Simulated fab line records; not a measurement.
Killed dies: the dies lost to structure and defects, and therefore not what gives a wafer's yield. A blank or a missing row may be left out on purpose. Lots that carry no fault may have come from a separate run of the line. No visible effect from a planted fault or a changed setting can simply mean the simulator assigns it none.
The tool behind it: which one?	flow gf180mcu	12 lots (34 wafers sampled), 1 step of a 602-step route

WHAT THE GAUGES READ, wafer by wafer
GF_CONTACT_CD_MEAS_14: target cd 220 nm. Usual: cd nm 220.1 nm, standard deviation 1.2.
lot	measured	on	cd nm (nm)	flag
L922	day 16 05:38	cd sem-02	217.8 217.9 218.6	
L923	day 16 12:27	cd sem-01	221.8 221.5 220.0	
L924	day 17 00:32	cd sem-01	222.4 221.5 222.3	
L927	day 18 03:25	cd sem-01	220.3 221.3 220.1	
L932	day 21 02:51	cd sem-01	219.7 219.7 219.3	
L934	day 21 15:52	cd sem-01	219.3 219.9 219.8	
L937	day 21 22:16	cd sem-01	222.0 220.5 221.8	
L938	day 22 07:40	cd sem-02	219.8 219.8 220.3	
L939	day 22 21:35	cd sem-01	220.1 219.5	
L940	day 22 22:14	cd sem-02	219.2 219.8 219.0	
L943	day 23 19:35	cd sem-02	221.2 220.6	
L944	day 24 04:09	cd sem-01	219.6 219.0 220.1	

EACH LOT AND THE TOOL THAT RAN IT (in order: tool; ch and the chambers of the sampled wafers; start)
There is no process step in the record ahead of these readings.

AS READ BY THE TOOLS THEMSELVES (means over the sampled wafers that have a number; for cases with no such wafer, the mark the record gives instead)
The record holds no such reading with a usual standard deviation.

THE ANSWER, worked out from the rows above alone
Rule: take the mean of a lot's wafers that have a number; if it is more than 3 standard deviations from the usual mean, the lot is off. A lot without any number at a reading at which 4 lots or more have one is off too. Where the step has rows for the other lots, those lots are counted as sound. After the gauges, taken in route order, come the tools' own readings; for these a lot's mean is taken, as printed above. The first step at which some lot is off is used, and at that step the reading that is off furthest; a lot without a number counts as furthest.
Nothing can be told from this: no lot is off at any reading shown.

WHAT THE SIMULATOR PUT IN
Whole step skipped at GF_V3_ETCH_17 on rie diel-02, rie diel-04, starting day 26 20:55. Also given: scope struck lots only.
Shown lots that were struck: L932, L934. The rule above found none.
